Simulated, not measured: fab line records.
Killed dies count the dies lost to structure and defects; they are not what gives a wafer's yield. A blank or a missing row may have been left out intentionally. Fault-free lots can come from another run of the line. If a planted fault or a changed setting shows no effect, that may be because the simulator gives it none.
Which of the tools did it? -- flow gf180mcu -- Sampling: 13 lots, 39 wafers, 5 of 602 route steps

WHAT EACH GAUGE READ, for each wafer
GF_HV_LDD_THK_MEAS_55. Usual: HV_LDD_CVD_54_THK 10.05 nm, standard deviation 0.16.
lot,measured,on,HV_LDD_CVD_54_THK (nm),flag
L704,day 12 18:31,film-metro-03,10.31 10.29 10.27,
L705,day 13 01:57,film-metro-03,10.03 10.05 10.02,
L706,day 13 13:49,film-metro-03,10.29 10.41 10.27,
L707,day 13 20:27,film-metro-01,10.13 10.07 10.08,
L709,day 14 07:30,film-metro-03,10.08 10.19 10.16,
L711,day 14 22:36,film-metro-03,9.95 9.95 10.02,
L712,day 15 10:11,film-metro-04,9.92 9.93 9.92,
L714,day 16 01:46,film-metro-01,10.14 10.14 10.27,
L715,day 16 06:49,film-metro-03,9.95 10.06 10.02,
L716,day 16 19:17,film-metro-01,9.94 9.92 9.94,
L717,day 17 01:48,film-metro-01,9.79 9.87 9.82,
L723,day 19 12:25,film-metro-01,20.48 20.41 20.61,OFF
L724,day 19 18:45,film-metro-01,20.35 20.46 20.33,OFF

GF_CONTACT_THK_MEAS_01. Usual: CONTACT_CVD_00_THK 299 nm, standard deviation 4.1.
lot,measured,on,CONTACT_CVD_00_THK (nm),flag
L704,day 15 11:24,film-metro-01,298 303 303,
L705,day 15 18:18,film-metro-01,292 298 293,
L706,day 16 07:58,film-metro-03,299 294 291,
L707,day 16 14:52,film-metro-01,302 303 298,
L709,day 17 02:44,film-metro-03,297 303 297,
L711,day 17 19:48,film-metro-01,299 292 292,
L712,day 18 10:34,film-metro-03,296 301 301,
L714,day 19 02:07,film-metro-03,291 298 300,
L715,day 19 07:55,film-metro-04,302 297 291,
L716,day 19 22:01,film-metro-04,300 302 306,
L717,day 20 03:41,film-metro-03,299 291 297,
L723,day 22 15:08,film-metro-04,301 300 304,
L724,day 22 20:46,film-metro-03,302 301 301,

GF_CONTACT_OVL_MEAS_15. Usual: CONTACT_OVL 0 nm, standard deviation 4.8.
lot,measured,on,CONTACT_OVL (nm),flag
L704,day 16 09:29,overlay-01,-2 2 1,
L705,day 16 15:57,overlay-01,18 6 10,
L706,day 17 07:24,overlay-01,2 -2 2,
L707,day 17 14:36,overlay-02,-2 -2 -1,
L709,day 18 02:21,overlay-02,3 2 0,
L711,day 18 20:28,overlay-02,-4 -3 -4,
L712,day 19 11:00,overlay-02,-5 0 -7,
L714,day 20 02:46,overlay-01,-4 -7 0,
L715,day 20 08:51,overlay-01,-2 -6 -3,
L716,day 20 22:25,overlay-01,9 9 4,
L717,day 21 04:22,overlay-02,5 -1 1,
L723,day 23 13:56,overlay-01,-3 -3 -11,
L724,day 23 21:17,overlay-01,0 3 -6,

GF_M1_RS_MEAS_05: uses a four-point probe to measure. Usual: M1_ALCU_RS 0.0694 ohm/sq, standard deviation 0.00083.
lot,measured,on,M1_ALCU_RS (ohm/sq),flag
L704,day 16 10:53,film-metro-04,0.0693 0.0683 0.0698,
L705,day 16 17:22,film-metro-01,0.0693 0.0687 0.0692,
L706,day 17 08:49,film-metro-02,0.0687 0.0681 0.0694,
L707,day 17 16:00,film-metro-02,0.0710 0.0724 0.0707,
L709,day 18 03:45,film-metro-04,0.0690 0.0697 0.0688,
L711,day 18 21:52,film-metro-02,0.0698 0.0703 0.0686,
L712,day 19 12:26,film-metro-04,0.0697 0.0697 0.0697,
L714,day 20 04:14,film-metro-01,0.0709 0.0709 0.0697,
L715,day 20 10:16,film-metro-02,0.0702 0.0708 0.0687,
L716,day 20 23:52,film-metro-01,0.0698 0.0698 0.0701,
L717,day 21 06:00,film-metro-02,0.0705 0.0702 0.0706,
L723,day 23 15:26,film-metro-02,0.0696 0.0705 0.0699,
L724,day 23 22:47,film-metro-02,0.0691 0.0692 0.0694,

WHICH TOOL RAN EACH LOT (tool, then ch and the chambers of the sampled wafers, then the start)
lot,GF_HV_LDD_CVD_54
L704,"lpcvd-01 ch 1, day 12 17:29"
L705,"lpcvd-01 ch 1, day 13 00:56"
L706,"lpcvd-01 ch 1, day 13 12:47"
L707,"lpcvd-01 ch 0, day 13 19:26"
L709,"lpcvd-02 ch 1, day 14 06:29"
L711,"lpcvd-02 ch 0, day 14 21:34"
L712,"lpcvd-01 ch 0, day 15 09:09"
L714,"lpcvd-01 ch 0, day 16 00:44"
L715,"lpcvd-02 ch 0, day 16 05:47"
L716,"lpcvd-01 ch 1, day 16 18:14"
L717,"lpcvd-02 ch 0, day 17 00:47"
L723,"lpcvd-02 ch 0, day 19 11:23"
L724,"lpcvd-02 ch 0, day 19 17:43"
- GF_HV_LDD_CVD_54: deposits SiO2 from TEOS, target thk 10 nm, time 75 s.

AS READ BY THE TOOLS THEMSELVES (means over the sampled wafers that have a number; for cases with no such wafer, the mark the record gives instead)
GF_HV_LDD_CVD_54. Usual: spike-tc-bottom-C 700.5 C, standard deviation 1.5; spike-tc-centre-C 680.9 C, standard deviation 1.3; spike-tc-lower-C 679.5 C, standard deviation 0.92; spike-tc-top-C 697 C, standard deviation 4.2; spike-tc-upper-C 680.1 C, standard deviation 1; susceptor-temp-C 680.0 C, standard deviation 0.31.
lot,tool,spike-tc-bottom-C (C),spike-tc-centre-C (C),spike-tc-lower-C (C),spike-tc-top-C (C),spike-tc-upper-C (C),susceptor-temp-C (C),flag
L704,lpcvd-01,698.6,680.9,678.8,701,679.7,679.8,
L705,lpcvd-01,698.1,679.7,678.0,700,680.2,680.1,
L706,lpcvd-01,699.3,680.1,679.8,700,679.9,679.8,
L707,lpcvd-01,702.1,679.9,679.7,692,679.8,680.2,
L709,lpcvd-02,702.2,680.7,679.0,694,680.1,680.4,
L711,lpcvd-02,700.1,682.6,679.2,702,680.5,680.0,
L712,lpcvd-01,701.5,679.7,680.5,693,679.9,680.1,
L714,lpcvd-01,701.3,680.0,680.1,693,680.4,679.7,
L715,lpcvd-02,700.6,681.4,679.2,702,679.9,679.9,
L716,lpcvd-01,698.3,679.5,680.3,700,679.2,679.8,
L717,lpcvd-02,700.4,682.1,679.7,702,680.9,680.3,
L723,lpcvd-02,731.3,712.8,710.2,732,711.1,711.0,OFF
L724,lpcvd-02,730.8,712.4,710.3,731,711.3,711.1,OFF

THE ANSWER, worked out from the rows above alone
Rule: lot off if the mean of its wafers having a number is beyond 3 standard deviations from the usual mean. Also off: a lot with no number at a reading for which 4 or more lots have one. The other lots that the step has rows for count as sound. Order of review: gauges by route order, followed by the tools' own readings, for which a lot's mean as printed above is used. At the first step where some lot is off, the reading lying furthest off is the one used; lots without a number count as furthest.
Off: L723, L724, seen at GF_HV_LDD_THK_MEAS_55 (HV_LDD_CVD_54_THK).
If a tool, at a process step before that reading, ran all the lots that are off and no sound lot after the first of them, it fits. The gauges at GF_HV_LDD_THK_MEAS_55 aren't tried: what is off there is off at GF_HV_LDD_CVD_54 too, on other tools, and a gauge's error can't cause that. One fits: lpcvd-02 at GF_HV_LDD_CVD_54. Its last sound lot is L717 (day 17 00:47), its first lot that is off L723 (day 19 11:23): a fault that began between those two fits.
The tool's own readings at GF_HV_LDD_CVD_54 bear it out: on the lots that are off they differ by more than 5 times the standard deviation of the sound lots' means. spike-tc-bottom-C reads 731.0 C there against 700.2 C on the sound lots; spike-tc-centre-C reads 712.6 C there against 680.6 C on the sound lots; spike-tc-lower-C reads 710.2 C there against 679.5 C on the sound lots; spike-tc-top-C reads 732 C there against 698 C on the sound lots; spike-tc-upper-C reads 711.2 C there against 680.0 C on the sound lots; susceptor-temp-C reads 711.0 C there against 680.0 C on the sound lots.

WHAT THE SIMULATOR PUT IN
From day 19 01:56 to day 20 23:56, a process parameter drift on lpcvd-02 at GF_HV_LDD_CVD_54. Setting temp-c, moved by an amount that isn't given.
Struck lots among those shown: L723, L724. Same finding as the rule above.
